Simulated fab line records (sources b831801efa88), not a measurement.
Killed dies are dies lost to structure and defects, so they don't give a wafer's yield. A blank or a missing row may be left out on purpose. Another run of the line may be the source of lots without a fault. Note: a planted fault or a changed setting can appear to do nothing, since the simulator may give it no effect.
Which tool did it? | flow sfq_line | Sampling: 7 lots, 21 wafers, 2 of 325 route steps

## WHAT THE GAUGES READ, wafer by wafer
SFQ_M4_OVL_MEAS_926.
lot  | measured     | on         | M4_OVL (nm)
L983 | day 43 13:20 | overlay-02 | 19 18 17
L985 | day 44 20:35 | overlay-02 | 12 2 0
L988 | day 46 06:11 | overlay-01 | - - -
L994 | day 47 19:14 | overlay-02 | 18 14 9
L998 | day 48 18:35 | overlay-01 | -14 -6 -11
L102 | day 50 14:19 | overlay-02 | -1 3 4
L104 | day 51 20:31 | overlay-01 | -5 -3 -4

## WHICH TOOL RAN EACH LOT (tool, then ch and the chambers of the sampled wafers, then the start)
lot  | SFQ_TRILAYER_M1_LITHO_EXPOSE_040
L983 | krf_scanner-01 ch 0, day 11 19:12
L985 | krf_scanner-01 ch 0, day 12 10:24
L988 | krf_scanner-01, day 13 01:00
L994 | krf_scanner-01 ch 0, day 14 20:36
L998 | krf_scanner-01 ch 0, day 16 07:19
L102 | krf_scanner-01 ch 0, day 17 13:37
L104 | krf_scanner-01 ch 0, day 18 03:49
- SFQ_TRILAYER_M1_LITHO_EXPOSE_040: exposes mask M1, target cd 500 nm.

## THE ANSWER, worked out from the rows above alone
Rule: the lots themselves supply what counts as usual. The widest of any qualifying gaps counts: lots, ordered by their means at a reading, are off when they make up no more than a third of the lots, leave a main group of 4 or more, and stand apart from it by 3 or more times the standard deviation of that group's means. The tables above print the reading to a certain number of digits; a main group whose means all agree to those digits is not used. A lot without any number at a reading at which 4 lots or more have one is off too. All remaining lots with rows at the step are treated as sound.
Off: L988, seen at SFQ_M4_OVL_MEAS_926 (M4_OVL). Without a number there: L988. Mean 4 nm and standard deviation 9.7 in the main group.
If a tool, at a process step before that reading, ran all the lots that are off and no sound lot after the first of them, it fits. The gauges at SFQ_M4_OVL_MEAS_926 are tried like those tools. No candidate that was tried fits.

## WHAT THE SIMULATOR HAD PUT IN
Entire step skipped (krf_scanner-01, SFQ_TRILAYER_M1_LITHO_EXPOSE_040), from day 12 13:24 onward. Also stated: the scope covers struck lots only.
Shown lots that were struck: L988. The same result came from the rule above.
